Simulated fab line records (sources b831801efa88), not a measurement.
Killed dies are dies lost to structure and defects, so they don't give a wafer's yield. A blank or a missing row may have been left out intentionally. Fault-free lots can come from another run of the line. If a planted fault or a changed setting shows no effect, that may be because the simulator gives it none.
fab line records + flow sky130
[record]
- lots = 6
- wafers = 18
- last-day = 50
route steps=708 shown GATE_OXIDE@201 POLY_GATE@204 RES_PROTECT@206 PAD_OPEN@708
lots with no fault: from the same line, run without faults
start-h: the number of hours between the record's first day and the start of the first shown wafer of the lot + wait-h: hours elapsed since this lot's preceding step + " as in the row above + L1.1+2: several wafers, shown together as one row + - no value present, or no start provided + * or withheld: withheld + < > ~ a bound
route shown NAME@n: NAME is a module with steps in the file, n the number in the route of the first one + usual: mean/standard deviation taken from wafers without a fault + same: alike in all rows + chamber/n: place in a boat + sites: each site's reading + _std_site: standard deviation of those values + _edge_site: mean of outer sites minus mean of inner sites + radius-mm: how far each site lies from the wafer's centre + mask NAME#n: copy n + behind: the most recent tool/chamber to have shaped the wafer + hold: why the lot was held/for how many hours/how that ended + device: which transistor (n, p or np) failed to switch + end of line: the route-end tests of the same wafers + a step with no rows: only its recipe + killed: at the first sort, the dies lost to defects and structure; wafer yield is something else + map: a wafer's dies, x killed, . not, _ none there
set.NAME: the setting the step ran with; set.NAME@STEP: the setting that earlier step ran with + model.NAME: the simulator's own value behind a step, which no gauge read
certain route steps with their lots: each step a table, each wafer a row
services: a tool's chamber out of use, with start hour (start-h, from the record's first day; less than 0 if before it), hours out, and reason
[[steps]]
[step SKY_GATE_OXIDE_TW_MEAS_14]
[usual]
- GATE_OXIDE_TW = 225.1/1.7
| lot.wafer | tool          | chamber | start-h | wait-h | GATE_OXIDE_TW |
|-----------|---------------|---------|---------|--------|---------------|
| L620.1    | film-metro-03 | -       | 346.31  | 0.1    | 227.5         |
| L620.2    | "             | -       | "       | "      | 227.1         |
| L620.3    | "             | -       | "       | "      | 226.8         |
| L622.1    | film-metro-04 | -       | 351.44  | 0.1    | 225.7         |
| L622.5    | "             | -       | "       | "      | 226.8         |
| L622.6    | "             | -       | "       | "      | 226.8         |
| L633.1    | film-metro-02 | -       | 438.42  | 0.1    | 225.5         |
| L633.2    | "             | -       | "       | "      | 224.4         |
| L633.5    | "             | -       | "       | "      | 225.7         |
| L635.2    | film-metro-02 | -       | 454.11  | 0.1    | 223.3         |
| L635.4    | "             | -       | "       | "      | 223.9         |
| L635.5    | "             | -       | "       | "      | 225.0         |
| L636.2    | film-metro-04 | -       | 462.79  | 0.1    | 225.2         |
| L636.3    | "             | -       | "       | "      | 224.0         |
| L636.4    | "             | -       | "       | "      | 224.9         |
| L640.1    | film-metro-04 | -       | 498.80  | 0.1    | 223.4         |
| L640.2    | "             | -       | "       | "      | 223.4         |
| L640.6    | "             | -       | "       | "      | 223.1         |
[step SKY_GATE_OXIDE_CLEAN_15]
[recipe]
- chemistry = SC1/SC2
- mix = 1:4:20
- temp-c = 70
- time-s = 150
- dry = n2-spin
[step SKY_GATE_OXIDE_OXIDATION_16]
[recipe]
- temp-c = 800
- ambient = O2
- idle-temp-c = 700
- ramp-up-c-per-min = 10
- ramp-down-c-per-min = 3
- stabilise-s = 600
- purge-s = 300
- target-thk-a = 35.7
- ox-time-s = 1915
[step SKY_POLY_GATE_CVD_00]
[recipe]
- material = poly-Si
- target-thk-nm = 180
- temp-c = 620
- time-s = 720
- pressure-mtorr = 200
[step SKY_POLY_GATE_THK_MEAS_01]
[recipe]
- reads = poly-Si_of_POLY_GATE_CVD_00
[usual]
- POLY_GATE_CVD_00_THK = 179.9/1.6
| lot.wafer | tool          | chamber | start-h | wait-h | POLY_GATE_CVD_00_THK[nm] |
|-----------|---------------|---------|---------|--------|--------------------------|
| L620.1    | film-metro-02 | -       | 349.36  | 0.0    | 178.2                    |
| L620.2    | "             | -       | "       | "      | 179.6                    |
| L620.3    | "             | -       | "       | "      | 179.0                    |
| L622.1    | film-metro-02 | -       | 356.12  | 0.0    | 181.6                    |
| L622.5    | "             | -       | "       | "      | 181.1                    |
| L622.6    | "             | -       | "       | "      | 180.8                    |
| L633.1    | film-metro-02 | -       | 442.06  | 0.0    | 181.1                    |
| L633.2    | "             | -       | "       | "      | 182.2                    |
| L633.5    | "             | -       | "       | "      | 181.0                    |
| L635.2    | film-metro-01 | -       | 457.55  | 0.0    | 181.1                    |
| L635.4    | "             | -       | "       | "      | 181.5                    |
| L635.5    | "             | -       | "       | "      | 178.6                    |
| L636.2    | film-metro-02 | -       | 466.89  | 0.0    | 180.2                    |
| L636.3    | "             | -       | "       | "      | 181.1                    |
| L636.4    | "             | -       | "       | "      | 179.7                    |
| L640.1    | film-metro-01 | -       | 502.59  | 0.0    | 179.2                    |
| L640.2    | "             | -       | "       | "      | 180.1                    |
| L640.6    | "             | -       | "       | "      | 180.0                    |
[step SKY_RES_PROTECT_DEHYDRATE_00]
[recipe]
- temp-c = 200
- time-s = 60
[step SKY_RES_PROTECT_HMDS_01]
[recipe]
- prime-time-s = 60
- prime-temp-c = 120
[step SKY_RES_PROTECT_COAT_02]
[recipe]
- resist = NOVOLAK
- spin-rpm = 3000
- resist-thk-nm = 1140
[step SKY_RES_PROTECT_SOFTBAKE_03]
[recipe]
- temp-c = 90
- time-s = 60
- resist = NOVOLAK
[step SKY_RES_PROTECT_EXPOSE_04]
[recipe]
- mask-id = RPM
- na = 0.6
- source-shape = conventional
- sigma-outer = 0.6
- polarization = unpolarized
- target-cd-nm = 1270
- dose-mj = 131
[step SKY_RES_PROTECT_PEB_05]
[recipe]
- temp-c = withheld
- time-s = *
- resist = NOVOLAK
[step SKY_RES_PROTECT_DEVELOP_06]
[recipe]
- resist = NOVOLAK
- developer = TMAH
- develop-time-s = 60
- dev-temp-c = 23
[step SKY_POLY_GATE_IMPLANT_02]
[recipe]
- species = P
- energy-kev = 30
- dose-cm2 = 7.7e+15
- tilt-deg = 0
[usual]
- end-station-pressure-torr = 1.11e-05/9.3e-07
- tilt-deg = 0.006/0.02
| lot.wafer | tool         | chamber | start-h | wait-h | end-station-pressure-torr | tilt-deg |
|-----------|--------------|---------|---------|--------|---------------------------|----------|
| L620.1    | implanter-02 | 0       | 377.70  | 0.5    | 1.1e-05                   | -0.014   |
| L620.2    | "            | 0       | "       | "      | 1.1e-05                   | 0.019    |
| L620.3    | "            | 0       | "       | "      | 1.01e-05                  | 0.037    |
| L622.1    | implanter-02 | 0       | 385.00  | 0.1    | 1.05e-05                  | 0.016    |
| L622.5    | "            | 0       | "       | "      | 1.11e-05                  | 0.020    |
| L622.6    | "            | 0       | "       | "      | 1.13e-05                  | 0.003    |
| L633.1    | implanter-02 | 0       | 473.08  | 0.1    | 4.63e-05                  | 0.018    |
| L633.2    | "            | 0       | "       | "      | 4.73e-05                  | 0.029    |
| L633.5    | "            | 0       | "       | "      | 4.96e-05                  | 0.022    |
| L635.2    | implanter-02 | 0       | 488.00  | 0.1    | 4.57e-05                  | 0.004    |
| L635.4    | "            | 0       | "       | "      | 4.47e-05                  | 0.025    |
| L635.5    | "            | 0       | "       | "      | 4.63e-05                  | 0.016    |
| L636.2    | implanter-03 | 0       | 497.56  | 0.1    | 1.24e-05                  | 0.000    |
| L636.3    | "            | 0       | "       | "      | 1.2e-05                   | -0.034   |
| L636.4    | "            | 0       | "       | "      | 1.19e-05                  | -0.026   |
| L640.1    | implanter-01 | 0       | 532.88  | 0.1    | 1.07e-05                  | 0.023    |
| L640.2    | "            | 0       | "       | "      | 1.08e-05                  | 0.002    |
| L640.6    | "            | 0       | "       | "      | 9.8e-06                   | 0.028    |
[step SKY_RES_PROTECT_STRIP_07]
[recipe]
- chemistry = O2/N2
- power-w = 1400
- pressure-mtorr = 1500
- platen-temp-c = withheld
- o2-flow-sccm = 3000
- n2-flow-sccm = 300
- overash-fraction = 0.5
[usual]
- drypump-motor-current-A = 5.5/0.48
- oes-product-au = 0.517/0.0051
- strip-time-to-endpoint-s = 23.29/0.051
| lot.wafer | tool            | chamber | start-h | wait-h | drypump-motor-current-A | oes-product-au | rf-hours-counter-h | strip-time-to-endpoint-s |
|-----------|-----------------|---------|---------|--------|-------------------------|----------------|--------------------|--------------------------|
| L620.1    | plasma-asher-02 | 1       | 377.85  | 0.1    | 5.4                     | 0.514          | 68                 | 23.33                    |
| L620.2    | "               | 0       | "       | "      | 5.0                     | 0.520          | 68                 | 23.33                    |
| L620.3    | "               | 0       | "       | "      | 5.0                     | 0.520          | -                  | 23.33                    |
| L622.1    | plasma-asher-04 | 1       | 385.15  | 0.1    | 6.0                     | 0.514          | 55                 | 23.31                    |
| L622.5    | "               | 0       | "       | "      | 5.8                     | 0.524          | -                  | 23.23                    |
| L622.6    | "               | 1       | "       | "      | 6.0                     | 0.513          | -                  | 23.31                    |
| L633.1    | plasma-asher-02 | 1       | 473.23  | 0.1    | 5.3                     | 0.514          | 4                  | 23.81                    |
| L633.2    | "               | 0       | "       | "      | 4.9                     | 0.514          | 4                  | 23.88                    |
| L633.5    | "               | 1       | "       | "      | 5.4                     | 0.520          | -                  | 23.88                    |
| L635.2    | plasma-asher-02 | 0       | 488.13  | 0.1    | 4.9                     | 0.514          | 6                  | 23.71                    |
| L635.4    | "               | 1       | "       | "      | 5.4                     | 0.505          | -                  | 23.70                    |
| L635.5    | "               | 1       | "       | "      | 5.4                     | 0.504          | -                  | 23.72                    |
| L636.2    | plasma-asher-04 | 1       | 497.69  | 0.1    | 6.0                     | 0.520          | 67                 | 23.37                    |
| L636.3    | "               | 0       | "       | "      | 5.7                     | 0.526          | -                  | 23.35                    |
| L636.4    | "               | 1       | "       | "      | 6.0                     | 0.517          | -                  | 23.37                    |
| L640.1    | plasma-asher-02 | 1       | 533.03  | 0.1    | 5.4                     | 0.523          | 10                 | 23.20                    |
| L640.2    | "               | 0       | "       | "      | 4.9                     | 0.517          | 10                 | 23.24                    |
| L640.6    | "               | 0       | "       | "      | 4.9                     | 0.519          | -                  | 23.20                    |
[step SKY_RES_PROTECT_TW_MEAS_08]
[usual]
- POLY_GATE_TW = 4049/20
| lot.wafer | tool          | chamber | start-h | wait-h | POLY_GATE_TW |
|-----------|---------------|---------|---------|--------|--------------|
| L620.1    | film-metro-01 | -       | 377.95  | 0.1    | 4044         |
| L620.2    | "             | -       | "       | "      | 4029         |
| L620.3    | "             | -       | "       | "      | 4044         |
| L622.1    | film-metro-01 | -       | 385.25  | 0.1    | 4073         |
| L622.5    | "             | -       | "       | "      | 4077         |
| L622.6    | "             | -       | "       | "      | 4071         |
| L633.1    | film-metro-04 | -       | 473.33  | 0.1    | 4080         |
| L633.2    | "             | -       | "       | "      | 4082         |
| L633.5    | "             | -       | "       | "      | 4054         |
| L635.2    | film-metro-02 | -       | 488.24  | 0.1    | 4104         |
| L635.4    | "             | -       | "       | "      | 4082         |
| L635.5    | "             | -       | "       | "      | 4098         |
| L636.2    | film-metro-04 | -       | 497.80  | 0.1    | 4034         |
| L636.3    | "             | -       | "       | "      | 4026         |
| L636.4    | "             | -       | "       | "      | 4033         |
| L640.1    | film-metro-01 | -       | 533.13  | 0.1    | 4066         |
| L640.2    | "             | -       | "       | "      | 4044         |
| L640.6    | "             | -       | "       | "      | 4066         |
[step SKY_PAD_OPEN_PROBE_99]
[usual]
- killed_at_M0_to_M3 = 43/7
- killed_at_M4_up = 3.1/1.9
- killed-at-contacts = 25/6.1
- killed-at-front-end = 15/4.5
- killed-at-other = 0.3/0.55
- killed-dies = 87/8.9
- killed-open = 47/6.4
- killed-short = 40/6.6
[same]
- gross-dies = 492
- killed-at-back-side = 0
| lot.wafer | tool      | chamber | start-h | wait-h | killed_at_M0_to_M3 | killed_at_M4_up | killed-at-contacts | killed-at-front-end | killed-at-other | killed-dies | killed-open | killed-short | model.etest.res-poly.line-ohm-um | model.etest.licon-poly.rc-ohm | model.etest.res-poly.rs-ohm-sq |
|-----------|-----------|---------|---------|--------|--------------------|-----------------|--------------------|---------------------|-----------------|-------------|-------------|--------------|----------------------------------|-------------------------------|--------------------------------|
| L620.1    | prober-01 | -       | 1109.12 | 0.1    | 49                 | 2               | 25                 | 10                  | 0               | 86          | 41          | 45           | 547.1                            | 146.4                         | 48.48                          |
| L620.2    | prober-01 | -       | 1109.17 | 0.1    | 39                 | 5               | 27                 | 12                  | 0               | 83          | 47          | 35           | 507.5                            | 144.7                         | 48.72                          |
| L620.3    | prober-01 | -       | 1109.22 | 0.2    | 40                 | 4               | 35                 | 13                  | 0               | 92          | 47          | 44           | 514.7                            | 156.5                         | 48.46                          |
| L622.1    | prober-02 | -       | 1110.62 | 0.1    | 36                 | 4               | 32                 | 11                  | 0               | 83          | 41          | 42           | 524.2                            | 145.7                         | 48.34                          |
| L622.5    | prober-02 | -       | 1110.82 | 0.2    | 55                 | 4               | 27                 | 11                  | 0               | 97          | 47          | 50           | 529.8                            | 151.7                         | 49.19                          |
| L622.6    | prober-02 | -       | 1110.87 | 0.2    | 43                 | 3               | 38                 | 14                  | 2               | 100         | 45          | 55           | 519.4                            | 156.4                         | 49.08                          |
| L633.1    | prober-01 | -       | 1165.04 | 0.1    | 54                 | 2               | 30                 | 16                  | 0               | 102         | 54          | 48           | 491.1                            | 133.4                         | 44.69                          |
| L633.2    | prober-01 | -       | 1165.09 | 0.1    | 58                 | 2               | 33                 | 10                  | 0               | 103         | 58          | 44           | 480                              | 136.7                         | 44.49                          |
| L633.5    | prober-01 | -       | 1165.24 | 0.2    | 38                 | 4               | 25                 | 15                  | 0               | 82          | 46          | 35           | 478.2                            | 140.8                         | 44.57                          |
| L635.2    | prober-02 | -       | 1172.62 | 0.1    | 40                 | 5               | 32                 | 14                  | 0               | 91          | 51          | 38           | 487.5                            | 138.6                         | 45.2                           |
| L635.4    | prober-02 | -       | 1172.72 | 0.2    | 46                 | 2               | 31                 | 8                   | 0               | 87          | 53          | 34           | 473.4                            | 140.3                         | 45.62                          |
| L635.5    | prober-02 | -       | 1172.77 | 0.2    | 50                 | 2               | 21                 | 19                  | 0               | 92          | 53          | 37           | 517.5                            | 143.6                         | 47.01                          |
| L636.2    | prober-01 | -       | 1178.44 | 0.1    | 32                 | 2               | 28                 | 20                  | 0               | 82          | 53          | 29           | 519.4                            | 152.7                         | 47.39                          |
| L636.3    | prober-01 | -       | 1178.49 | 0.2    | 45                 | 3               | 37                 | 11                  | 0               | 96          | 61          | 33           | 502.5                            | 145.6                         | 47.81                          |
| L636.4    | prober-01 | -       | 1178.54 | 0.2    | 33                 | 4               | 28                 | 15                  | 0               | 80          | 41          | 36           | 498.1                            | 146.3                         | 47.42                          |
| L640.1    | prober-01 | -       | 1198.71 | 0.1    | 38                 | 2               | 23                 | 16                  | 0               | 79          | 38          | 41           | 505.4                            | 152.7                         | 48.05                          |
| L640.2    | prober-01 | -       | 1198.76 | 0.1    | 48                 | 1               | 23                 | 9                   | 0               | 81          | 47          | 34           | 498.6                            | 152.6                         | 48.29                          |
| L640.6    | prober-01 | -       | 1198.96 | 0.2    | 53                 | 8               | 26                 | 20                  | 0               | 107         | 53          | 54           | 502.1                            | 148.2                         | 48.57                          |
// killed by level:class
L620.1 CONTACT:geometric-particle:open=9 VIA1:geometric-particle:open=9 METAL3:geometric-particle:short=7 LI_CONTACT:geometric-particle:short=6 METAL2:geometric-particle:short=6 FIELD_ISO:geometric-particle:open=5 METAL1:geometric-particle:short=5 VIA2:geometric-particle:open=5
L620.2 LI_CONTACT:geometric-particle:open=12 VIA1:geometric-particle:open=8 CONTACT:geometric-particle:open=7 VIA1:geometric-particle:short=7 VIA2:geometric-particle:open=6 VIA3:geometric-particle:open=5 METAL2:geometric-particle:short=4 FIELD_ISO:geometric-particle:short=3
L620.3 CONTACT:geometric-particle:open=12 LI_CONTACT:geometric-particle:open=11 VIA3:geometric-particle:open=9 METAL1:geometric-particle:short=7 CONTACT:geometric-particle:short=5 METAL2:geometric-particle:short=5 VIA1:geometric-particle:open=5 POLY_GATE:geometric-particle:short=4
L622.1 CONTACT:geometric-particle:short=9 LOCAL_INTERCONNECT:geometric-particle:short=8 VIA2:geometric-particle:open=8 LI_CONTACT:geometric-particle:open=7 CONTACT:geometric-particle:open=6 VIA1:geometric-particle:open=6 METAL2:geometric-particle:short=6 FIELD_ISO:geometric-particle:short=4
L622.5 VIA1:geometric-particle:open=13 LI_CONTACT:geometric-particle:open=8 CONTACT:geometric-particle:open=8 METAL1:geometric-particle:short=8 METAL2:geometric-particle:short=6 CONTACT:geometric-particle:short=5 FIELD_ISO:geometric-particle:short=5 LOCAL_INTERCONNECT:geometric-particle:short=5
L622.6 CONTACT:geometric-particle:short=11 VIA2:geometric-particle:open=8 CONTACT:geometric-particle:open=8 LI_CONTACT:geometric-particle:open=7 LOCAL_INTERCONNECT:geometric-particle:short=6 VIA1:geometric-particle:open=6 VIA3:geometric-particle:open=6 METAL2:geometric-particle:short=6
L633.1 LI_CONTACT:geometric-particle:open=10 VIA2:geometric-particle:open=10 CONTACT:geometric-particle:open=9 METAL1:geometric-particle:short=7 VIA1:geometric-particle:open=7 METAL3:geometric-particle:short=7 POLY_GATE:geometric-particle:short=6 VIA1:geometric-particle:short=6
L633.2 CONTACT:geometric-particle:open=14 VIA2:geometric-particle:open=13 LI_CONTACT:geometric-particle:open=9 VIA3:geometric-particle:open=8 VIA1:geometric-particle:open=8 METAL1:geometric-particle:short=7 FIELD_ISO:geometric-particle:short=4 LOCAL_INTERCONNECT:geometric-particle:short=4
L633.5 CONTACT:geometric-particle:open=11 VIA1:geometric-particle:short=8 VIA1:geometric-particle:open=8 METAL1:geometric-particle:short=7 LI_CONTACT:geometric-particle:open=5 LI_CONTACT:geometric-particle:short=4 FIELD_ISO:geometric-particle:open=3 METAL4:geometric-particle:short=3
L635.2 LI_CONTACT:geometric-particle:open=11 CONTACT:geometric-particle:open=10 VIA3:geometric-particle:open=8 LOCAL_INTERCONNECT:geometric-particle:short=7 POLY_GATE:geometric-particle:short=5 VIA1:geometric-particle:open=5 METAL1:geometric-particle:open=4 METAL1:geometric-particle:short=4
L635.4 CONTACT:geometric-particle:open=12 VIA3:geometric-particle:open=9 LI_CONTACT:geometric-particle:open=8 VIA1:geometric-particle:open=8 VIA2:geometric-particle:open=7 METAL1:geometric-particle:short=5 FIELD_ISO:geometric-particle:short=4 CONTACT:geometric-particle:short=4
L635.5 VIA2:geometric-particle:open=12 VIA3:geometric-particle:open=9 VIA1:geometric-particle:open=8 CONTACT:geometric-particle:open=8 METAL1:geometric-particle:short=6 METAL2:geometric-particle:short=6 LI_CONTACT:geometric-particle:open=5 FIELD_ISO:geometric-particle:short=4
L636.2 CONTACT:geometric-particle:open=16 FIELD_ISO:geometric-particle:open=8 VIA1:geometric-particle:open=8 VIA1:geometric-particle:short=5 FIELD_ISO:geometric-particle:short=4 METAL2:geometric-particle:short=4 POLY_GATE:geometric-particle:open=4 VIA3:geometric-particle:open=4
L636.3 CONTACT:geometric-particle:open=17 VIA1:geometric-particle:open=11 VIA2:geometric-particle:open=10 VIA3:geometric-particle:open=8 LOCAL_INTERCONNECT:geometric-particle:short=7 METAL2:geometric-particle:short=7 LI_CONTACT:geometric-particle:open=6 VIA1:geometric-particle:short=4
L636.4 CONTACT:geometric-particle:open=13 VIA1:geometric-particle:open=7 METAL1:geometric-particle:short=6 LI_CONTACT:geometric-particle:open=6 CONTACT:geometric-particle:short=6 VIA3:geometric-particle:open=6 FIELD_ISO:geometric-particle:short=5 METAL2:geometric-particle:short=5
L640.1 CONTACT:geometric-particle:open=9 VIA1:geometric-particle:open=9 METAL2:geometric-particle:short=8 FIELD_ISO:geometric-particle:short=6 LOCAL_INTERCONNECT:geometric-particle:short=5 METAL1:geometric-particle:short=5 POLY_GATE:geometric-particle:short=4 LI_CONTACT:geometric-particle:open=4
L640.2 VIA3:geometric-particle:open=10 VIA1:geometric-particle:open=9 CONTACT:geometric-particle:short=6 METAL2:geometric-particle:short=6 FIELD_ISO:geometric-particle:open=5 CONTACT:geometric-particle:open=5 VIA2:geometric-particle:short=5 VIA3:geometric-particle:short=5
L640.6 VIA1:geometric-particle:open=14 LI_CONTACT:geometric-particle:open=7 CONTACT:geometric-particle:open=7 METAL2:geometric-particle:short=7 FIELD_ISO:geometric-particle:short=6 VIA1:geometric-particle:short=6 METAL4:geometric-particle:short=6 VIA2:geometric-particle:short=6
[[services]]
| tool            | chamber | start-h | hours | kind       |
|-----------------|---------|---------|-------|------------|
| implanter-01    | -       | 366.24  | 27.6  | pm         |
| implanter-02    | -       | 371.21  | 1.2   | repair     |
| implanter-02    | -       | 390.00  | 4.8   | repair     |
| plasma-asher-02 | -       | 421.25  | 9.0   | pm         |
| plasma-asher-02 | 0       | 421.25  | 9.0   | vent-cycle |
| plasma-asher-02 | 1       | 421.25  | 9.0   | vent-cycle |
| implanter-02    | -       | 422.42  | 3.4   | repair     |
| plasma-asher-02 | 0       | 430.25  | -     | clean      |
| plasma-asher-02 | 1       | 430.25  | -     | clean      |
| implanter-01    | -       | 432.44  | 3.0   | pm         |
| plasma-asher-02 | -       | 436.40  | 1.2   | repair     |
| implanter-03    | -       | 447.98  | 2.8   | pm         |
| implanter-03    | -       | 464.61  | 3.1   | repair     |
| implanter-03    | -       | 471.17  | 1.7   | repair     |
| implanter-03    | -       | 483.66  | 3.3   | repair     |
| plasma-asher-02 | -       | 498.19  | 2.2   | repair     |
| implanter-01    | -       | 502.54  | 2.8   | repair     |
| implanter-03    | -       | 516.53  | 7.6   | repair     |
[[key]]
[first-sign]
- step = SKY_POLY_GATE_IMPLANT_02
- reading = end-station-pressure-torr
- direction = up
- sigmas = 38
- usual = 1.11e-05
- struck = 4.66e-05
[effect]
- step = SKY_RES_PROTECT_STRIP_07
- reading = strip-time-to-endpoint-s
- direction = up
- sigmas = 9.8
- usual = *
- struck = *
[effect]
- step = SKY_RES_PROTECT_TW_MEAS_08
- reading = POLY_GATE_TW
- direction = up
- sigmas = 1.7
- usual = 4049
- struck = 4083
[model-effect]
- step = SKY_PAD_OPEN_PROBE_99
- value = etest.res-poly.line-ohm-um
- without = 529.6
- struck = 487.9
met-at SKY_POLY_GATE_IMPLANT_02
struck-wafers L633.1,L633.2,L633.5,L635.2,L635.4,L635.5
tester-left-out L633,L635
onset-between 385.00 473.08
[fault]
- kind = process-parameter-drift
- tool = implanter-02
- chamber = -
- onset-h = 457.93
- steps = SKY_POLY_GATE_IMPLANT_02
- channel = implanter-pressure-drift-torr
- offset = 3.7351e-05
- shape = step
- end-h = 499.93
[fault]
- kind = process-parameter-drift
- tool = implanter-02
- chamber = -
- onset-h = 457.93
- steps = SKY_POLY_GATE_IMPLANT_02
- channel = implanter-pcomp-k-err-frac
- offset = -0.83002
- shape = step
- end-h = 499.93
// tester-left-out: of these lots the tester's yield and bins aren't shown, on N5 and GAA mostly nor the transistor test; their killed dies are dies lost to structure and defects alone, not to doping, threshold or leakage, so they don't give the yield
